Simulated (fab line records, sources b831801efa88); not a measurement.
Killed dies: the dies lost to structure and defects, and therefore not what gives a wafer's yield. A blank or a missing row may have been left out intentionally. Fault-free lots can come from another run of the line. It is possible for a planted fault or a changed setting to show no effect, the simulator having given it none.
Which tool is to blame? :: flow sky130 :: 14 lots, 42 wafers sampled, at 2 steps of a route of 708

== WHAT THE GAUGES READ, wafer by wafer ==
No reading from a measuring or inspecting step in the record can be judged against a usual standard deviation.

== EACH LOT AND THE TOOL THAT RAN IT (in order: tool; ch and the chambers of the sampled wafers; start) ==
lot: L361
SKY_METAL3_METAL_ETCH_18: rieMetal-01 ch 0,1, day 38 16:59
SKY_PAD_OPEN_PROBE_99: prober-02, day 45 21:03

lot: L360
SKY_METAL3_METAL_ETCH_18: rieMetal-01 ch 0,1, day 38 18:39
SKY_PAD_OPEN_PROBE_99: prober-01, day 46 00:59

lot: L362
SKY_METAL3_METAL_ETCH_18: rieMetal-03 ch 0,1, day 39 00:01
SKY_PAD_OPEN_PROBE_99: prober-01, day 46 06:21

lot: L363
SKY_METAL3_METAL_ETCH_18: rieMetal-02 ch 0,1, day 39 19:17
SKY_PAD_OPEN_PROBE_99: prober-02, day 46 21:19

lot: L365
SKY_METAL3_METAL_ETCH_18: rieMetal-02 ch 0,1, day 40 02:38
SKY_PAD_OPEN_PROBE_99: prober-01, day 47 03:08

lot: L364
SKY_METAL3_METAL_ETCH_18: rieMetal-02 ch 0,1, day 40 06:03
SKY_PAD_OPEN_PROBE_99: prober-02, day 47 06:01

lot: L366
SKY_METAL3_METAL_ETCH_18: rieMetal-01 ch 0,1, day 40 06:46
SKY_PAD_OPEN_PROBE_99: prober-01, day 47 07:37

lot: L371
SKY_METAL3_METAL_ETCH_18: rieMetal-02 ch 0,1, day 41 17:22
SKY_PAD_OPEN_PROBE_99: prober-02, day 48 11:26

lot: L374
SKY_METAL3_METAL_ETCH_18: rieMetal-02 ch 0,1, day 42 14:04
SKY_PAD_OPEN_PROBE_99: prober-01, day 49 03:34

lot: L375
SKY_METAL3_METAL_ETCH_18: rieMetal-03 ch 0,1, day 42 23:58
SKY_PAD_OPEN_PROBE_99: prober-02, day 49 10:19

lot: L376
SKY_METAL3_METAL_ETCH_18: rieMetal-03 ch 0,1, day 43 05:01
SKY_PAD_OPEN_PROBE_99: prober-01, day 49 13:02

lot: L379
SKY_METAL3_METAL_ETCH_18: rieMetal-01 ch 0,1, day 44 02:31
SKY_PAD_OPEN_PROBE_99: prober-02, day 50 07:07

lot: L381
SKY_METAL3_METAL_ETCH_18: rieMetal-03 ch 0, day 44 13:31
SKY_PAD_OPEN_PROBE_99: prober-02, day 50 13:56

lot: L382
SKY_METAL3_METAL_ETCH_18: rieMetal-01 ch 1, day 44 14:49
SKY_PAD_OPEN_PROBE_99: prober-01, day 50 16:20
- SKY_METAL3_METAL_ETCH_18: etches the open film in Cl2/BCl3, stops on SiO2, target depth 845 nm, time 183.1 s.
- SKY_PAD_OPEN_PROBE_99

== WHAT THE TOOLS THEMSELVES READ (means of the sampled wafers that have a number; where no wafer has one, the mark that the record gives instead) ==
SKY_METAL3_METAL_ETCH_18.
lot: L361
tool: rieMetal-01
drypumpMotorCurrentA (A): 5.5
oesProductAu (a.u.): 0.871
throttleValvePct (%): 22.261

lot: L360
tool: rieMetal-01
drypumpMotorCurrentA (A): 5.5
oesProductAu (a.u.): 0.873
throttleValvePct (%): 22.266

lot: L362
tool: rieMetal-03
drypumpMotorCurrentA (A): 5.5
oesProductAu (a.u.): 0.859
throttleValvePct (%): 22.266

lot: L363
tool: rieMetal-02
drypumpMotorCurrentA (A): 4.9
oesProductAu (a.u.): 0.867
throttleValvePct (%): 22.265

lot: L365
tool: rieMetal-02
drypumpMotorCurrentA (A): 5.1
oesProductAu (a.u.): 0.867
throttleValvePct (%): 22.273

lot: L364
tool: rieMetal-02
drypumpMotorCurrentA (A): 5.1
oesProductAu (a.u.): 0.871
throttleValvePct (%): 22.261

lot: L366
tool: rieMetal-01
drypumpMotorCurrentA (A): 5.5
oesProductAu (a.u.): 0.870
throttleValvePct (%): 22.262

lot: L371
tool: rieMetal-02
drypumpMotorCurrentA (A): 5.1
oesProductAu (a.u.): 0.866
throttleValvePct (%): 22.269

lot: L374
tool: rieMetal-02
drypumpMotorCurrentA (A): 4.9
oesProductAu (a.u.): 0.856
throttleValvePct (%): 22.264

lot: L375
tool: rieMetal-03
drypumpMotorCurrentA (A): 5.7
oesProductAu (a.u.): 0.864
throttleValvePct (%): 22.261

lot: L376
tool: rieMetal-03
drypumpMotorCurrentA (A): 5.5
oesProductAu (a.u.): 0.877
throttleValvePct (%): 22.272

lot: L379
tool: rieMetal-01
drypumpMotorCurrentA (A): 5.6
oesProductAu (a.u.): 0.873
throttleValvePct (%): 22.260

lot: L381
tool: rieMetal-03
drypumpMotorCurrentA (A): 5.4
oesProductAu (a.u.): 0.861
throttleValvePct (%): 22.263

lot: L382
tool: rieMetal-01
drypumpMotorCurrentA (A): 5.6
oesProductAu (a.u.): 0.870
throttleValvePct (%): 22.271

SKY_PAD_OPEN_PROBE_99.
lot: L361
tool: prober-02
defectLimitedYield (%): 84.5
killed_at_M0_to_M3: 37
killed_at_M4_up: 1.7
killedAtContacts: 22
killedAtFrontEnd: 16
killedAtOther: 0.0
killedDies: 76
killedOnRim: 19
killedOpen: 37
killedShort: 39
sort_bin_3_pad_short (%): 0.9
sort_bin_5_function (%): 9.8
sort_bin_6_memory (%): 4.9
sort_bin_8_speed (%): 0.9
sortNPass: 411
sortYieldPct (%): 83.6

lot: L360
tool: prober-01
defectLimitedYield (%): 80.3
killed_at_M0_to_M3: 58
killed_at_M4_up: 2.7
killedAtContacts: 28
killedAtFrontEnd: 8
killedAtOther: 0.7
killedDies: 97
killedOnRim: 20
killedOpen: 52
killedShort: 44
sort_bin_3_pad_short (%): 0.4
sort_bin_5_function (%): 12.1
sort_bin_6_memory (%): 7.1
sort_bin_8_speed (%): 1.0
sortNPass: 390
sortYieldPct (%): 79.3

lot: L362
tool: prober-01
defectLimitedYield (%): 82.6
killed_at_M0_to_M3: 48
killed_at_M4_up: 3.7
killedAtContacts: 18
killedAtFrontEnd: 15
killedAtOther: 0.7
killedDies: 85
killedOnRim: 15
killedOpen: 47
killedShort: 38
sort_bin_3_pad_short (%): 0.8
sort_bin_5_function (%): 11.1
sort_bin_6_memory (%): 5.4
sort_bin_8_speed (%): 0.4
sortNPass: 405
sortYieldPct (%): 82.2

lot: L363
tool: prober-02
defectLimitedYield (%): 79.4
killed_at_M0_to_M3: 48
killed_at_M4_up: 3.0
killedAtContacts: 31
killedAtFrontEnd: 19
killedAtOther: 0.7
killedDies: 102
killedOnRim: 20
killedOpen: 55
killedShort: 45
sort_bin_3_pad_short (%): 0.9
sort_bin_5_function (%): 12.5
sort_bin_6_memory (%): 7.3
sort_bin_8_speed (%): 0.0
sortNPass: 390
sortYieldPct (%): 79.4

lot: L365
tool: prober-01
defectLimitedYield (%): 83.4
killed_at_M0_to_M3: 35
killed_at_M4_up: 3.0
killedAtContacts: 28
killedAtFrontEnd: 15
killedAtOther: 0.3
killedDies: 82
killedOnRim: 15
killedOpen: 41
killedShort: 41
sort_bin_3_pad_short (%): 0.6
sort_bin_5_function (%): 10.3
sort_bin_6_memory (%): 5.7
sort_bin_8_speed (%): 0.3
sortNPass: 409
sortYieldPct (%): 83.1

lot: L364
tool: prober-02
defectLimitedYield (%): 82.9
killed_at_M0_to_M3: 43
killed_at_M4_up: 2.3
killedAtContacts: 18
killedAtFrontEnd: 21
killedAtOther: 0.0
killedDies: 84
killedOnRim: 17
killedOpen: 42
killedShort: 41
sort_bin_3_pad_short (%): 0.7
sort_bin_5_function (%): 9.8
sort_bin_6_memory (%): 6.5
sort_bin_8_speed (%): 0.4
sortNPass: 406
sortYieldPct (%): 82.5

lot: L366
tool: prober-01
defectLimitedYield (%): 83.2
killed_at_M0_to_M3: 45
killed_at_M4_up: 4.3
killedAtContacts: 21
killedAtFrontEnd: 11
killedAtOther: 0.7
killedDies: 82
killedOnRim: 17
killedOpen: 43
killedShort: 39
sort_bin_3_pad_short (%): 0.6
sort_bin_5_function (%): 9.9
sort_bin_6_memory (%): 6.2
sort_bin_8_speed (%): 0.2
sortNPass: 409
sortYieldPct (%): 83.0

lot: L371
tool: prober-02
defectLimitedYield (%): 82.4
killed_at_M0_to_M3: 43
killed_at_M4_up: 3.7
killedAtContacts: 27
killedAtFrontEnd: 13
killedAtOther: 0.0
killedDies: 86
killedOnRim: 14
killedOpen: 49
killedShort: 37
sort_bin_3_pad_short (%): 0.9
sort_bin_5_function (%): 10.5
sort_bin_6_memory (%): 6.2
sort_bin_8_speed (%): 0.1
sortNPass: 405
sortYieldPct (%): 82.3

lot: L374
tool: prober-01
defectLimitedYield (%): 82.4
killed_at_M0_to_M3: 44
killed_at_M4_up: 5.0
killedAtContacts: 26
killedAtFrontEnd: 11
killedAtOther: 0.0
killedDies: 86
killedOnRim: 19
killedOpen: 46
killedShort: 40
sort_bin_3_pad_short (%): 1.2
sort_bin_5_function (%): 10.5
sort_bin_6_memory (%): 5.8
sort_bin_8_speed (%): 0.3
sortNPass: 404
sortYieldPct (%): 82.1

lot: L375
tool: prober-02
defectLimitedYield (%): 81.8
killed_at_M0_to_M3: 46
killed_at_M4_up: 4.3
killedAtContacts: 28
killedAtFrontEnd: 11
killedAtOther: 0.3
killedDies: 89
killedOnRim: 20
killedOpen: 45
killedShort: 42
sort_bin_3_pad_short (%): 0.9
sort_bin_5_function (%): 10.9
sort_bin_6_memory (%): 6.4
sort_bin_8_speed (%): 0.4
sortNPass: 401
sortYieldPct (%): 81.4

lot: L376
tool: prober-01
defectLimitedYield (%): 84.8
killed_at_M0_to_M3: 40
killed_at_M4_up: 1.0
killedAtContacts: 19
killedAtFrontEnd: 13
killedAtOther: 1.0
killedDies: 75
killedOnRim: 17
killedOpen: 39
killedShort: 35
sort_bin_3_pad_short (%): 1.3
sort_bin_5_function (%): 8.9
sort_bin_6_memory (%): 5.0
sort_bin_8_speed (%): 1.2
sortNPass: 411
sortYieldPct (%): 83.5

lot: L379
tool: prober-02
defectLimitedYield (%): 84.5
killed_at_M0_to_M3: 36
killed_at_M4_up: 3.7
killedAtContacts: 21
killedAtFrontEnd: 15
killedAtOther: 0.7
killedDies: 76
killedOnRim: 18
killedOpen: 43
killedShort: 33
sort_bin_3_pad_short (%): 0.9
sort_bin_5_function (%): 10.0
sort_bin_6_memory (%): 4.7
sort_bin_8_speed (%): 1.1
sortNPass: 410
sortYieldPct (%): 83.4

lot: L381
tool: prober-02
defectLimitedYield (%): 80.2
killed_at_M0_to_M3: 48
killed_at_M4_up: 2.0
killedAtContacts: 33
killedAtFrontEnd: 14
killedAtOther: 0.3
killedDies: 98
killedOnRim: 15
killedOpen: 56
killedShort: 42
sort_bin_3_pad_short (%): 0.7
sort_bin_5_function (%): 12.1
sort_bin_6_memory (%): 7.1
sort_bin_8_speed (%): 0.9
sortNPass: 390
sortYieldPct (%): 79.2

lot: L382
tool: prober-01
defectLimitedYield (%): 80.3
killed_at_M0_to_M3: 44
killed_at_M4_up: 6.3
killedAtContacts: 29
killedAtFrontEnd: 16
killedAtOther: 0.3
killedDies: 97
killedOnRim: 18
killedOpen: 52
killedShort: 45
sort_bin_3_pad_short (%): 0.7
sort_bin_5_function (%): 12.1
sort_bin_6_memory (%): 6.9
sort_bin_8_speed (%): 0.1
sortNPass: 395
sortYieldPct (%): 80.2

== THE ANSWER, worked out from the rows above alone ==
Rule: what is usual is taken from the lots themselves. Put in order of their means at a reading, lots are off if they are a third of the lots or fewer, leave a main group of 4 or more, and stand apart from it by a gap of 3 or more times the standard deviation of the main group's means; of several such gaps the widest counts. A main group is skipped when, at the precision printed for the reading in the tables above, its means are all equal. A lot without any number at a reading at which 4 lots or more have one is off too. Where the step has rows for the other lots, those lots are counted as sound. After the gauges, taken in route order, come the tools' own readings; for these a lot's mean is taken, as printed above. At the first step where some lot is off, the reading lying furthest off is the one used; lots without a number count as furthest.
No lot is off on any of the readings shown, so nothing can be concluded from this.

== WHAT THE SIMULATOR HAD PUT IN ==
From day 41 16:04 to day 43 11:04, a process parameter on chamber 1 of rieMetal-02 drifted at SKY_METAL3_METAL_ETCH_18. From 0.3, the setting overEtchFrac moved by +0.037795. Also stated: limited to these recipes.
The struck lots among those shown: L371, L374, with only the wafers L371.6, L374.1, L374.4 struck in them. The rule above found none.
